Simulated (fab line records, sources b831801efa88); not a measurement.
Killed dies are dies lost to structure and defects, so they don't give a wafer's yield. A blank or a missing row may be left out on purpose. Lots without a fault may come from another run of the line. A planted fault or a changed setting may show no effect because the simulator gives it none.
A struck lot beside a sound one | flow sky130 | 16 steps out of a route of 708
Sound: wafers L865.1, L865.3, L865.4. Struck: wafers L857.2, L857.3, L857.5. The cause comes at the end.
At each step with rows: each side's tool, then ch and its chambers, then its first start. Under that, the readings that differ: sound wafers | struck wafers | difference of the means | sigmas: that difference in standard deviations of wafers without a fault.
alike: readings whose means differ by less than 2 such deviations, and words and numbers that are the same on both sides. not compared: withheld readings, readings that some wafer has no value for, bounds like >300 that may hide the same value, and numbers for which the record gives no deviation and whose values overlap.
The two part at a step that has a row with sigmas, a row that says differs or no value, or rows on one side only. Numbers that don't overlap but have no deviation are shown without sigmas and don't part them. A reading that every wafer of one side lacks parts them only if that side has two wafers or more.

SKY_SD_N_OVL_MEAS_08:
  sound on overlay-01, day 34 03:19; struck on overlay-01, day 31 23:14
  alike: SD_N_OVL
then, 2 steps without rows for these wafers: SKY_SD_N_IMPLANT_09; SKY_SD_N_IMPLANT_10.
SKY_SD_N_STRIP_11: strips in O2/N2.
  sound on plasma_asher-03 ch 0,1, day 34 03:38; struck on plasma_asher-02 ch 1, day 31 23:34
  reading                     | sound          | struck         | difference | sigmas
  drypump_motor_current_A (A) | 5.28 5.28 5.31 | 5.89 5.93 5.90 | +0.62      | +2
  alike: oes_product_au, strip_time_to_endpoint_s
  not compared: rf_hours_counter_h
SKY_SD_N_TW_MEAS_12:
  sound on film_metro-03, day 34 03:44; struck on film_metro-04, day 31 23:41
  reading | sound          | struck         | difference | sigmas
  SD_N_TW | 3895 3912 3891 | 3994 3985 3951 | +77        | +2
then, 1 step without rows for these wafers: SKY_SD_N_CLEAN_13 (cleans in SC1/SC2, time 150 s).
SKY_SD_N_RTA_14: time 2 s.
  sound on rtp_anneal-01 ch 0, day 34 03:52; struck on rtp_anneal-01 ch 0, day 31 23:47
  alike: lamp_power_pct, wafer_temp_C_max
SKY_SD_N_RS_MEAS_16: measures by four-point-probe.
  sound on film_metro-02, day 34 04:02; struck on film_metro-02, day 31 23:58
  alike: SD_N_RS
SKY_SD_N_RS_MEAS_17: measures by four-point-probe.
  sound on film_metro-02, day 34 04:09; struck on film_metro-02, day 32 00:05
  alike: SD_P_RS
SKY_SD_N_RS_MEAS_18: measures by four-point-probe.
  sound on film_metro-02, day 34 04:16; struck on film_metro-02, day 32 00:13
  alike: RES_XHIGH_RS
then, 1 step without rows for these wafers: SKY_SALICIDE_CLEAN_00 (cleans in HF-last, time 30 s).
SKY_LI_CONTACT_HDPCVD_00: deposits PSG, target thk 930 nm, time 155 s.
  sound on hdpcvd-01 ch 0,1, day 34 04:25; struck on hdpcvd-02 ch 1,2, day 32 00:20
  reading                                       | sound                | struck            | difference                    | sigmas
  run_length_s (s)                              | 183.6 183.1 183.1    | 156.6 156.8 156.7 | -26.6                         | -78
  susceptor_temp_C (C)                          | 600.01 600.09 600.48 | - - -             | no value on the struck wafers |
  model.PSG_of_LI_CONTACT_HDPCVD_00.thk_nm (nm) | 943.5 938.4 954.2    | 769.4 772.2 758.8 | -178.6                        |
SKY_LI_CONTACT_THK_MEAS_01:
  sound on film_metro-04, day 34 04:31; struck on film_metro-04, day 32 00:26
  reading                    | sound       | struck      | difference | sigmas
  LI_CONTACT_HDPCVD_THK (nm) | 944 939 954 | 770 772 759 | -179       | -19
SKY_LI_CONTACT_CMP_02: polishes PSG.
  sound on cmp-02 ch 1,2,3, day 34 04:37; struck on cmp-01 ch 1,2, day 32 00:58
  reading                | sound          | struck         | difference | sigmas
  time_to_endpoint_s (s) | 35.1 34.6 37.4 | 16.8 17.3 16.5 | -18.8      | -7
  alike: motor_current_A
SKY_LI_CONTACT_BOW_MEAS_03:
  sound on film_metro-03, day 34 04:52; struck on film_metro-02, day 32 01:14
  alike: LI_CONTACT_BOW
then, 1 step without rows for these wafers: SKY_PAD_OPEN_PROBE_99.

WHERE THEY PART
First at SKY_SD_N_STRIP_11; last, within this record, at SKY_LI_CONTACT_CMP_02. Later steps at which nothing parts them and some readings are alike: SKY_LI_CONTACT_BOW_MEAS_03.

WHY: what the simulator had put in
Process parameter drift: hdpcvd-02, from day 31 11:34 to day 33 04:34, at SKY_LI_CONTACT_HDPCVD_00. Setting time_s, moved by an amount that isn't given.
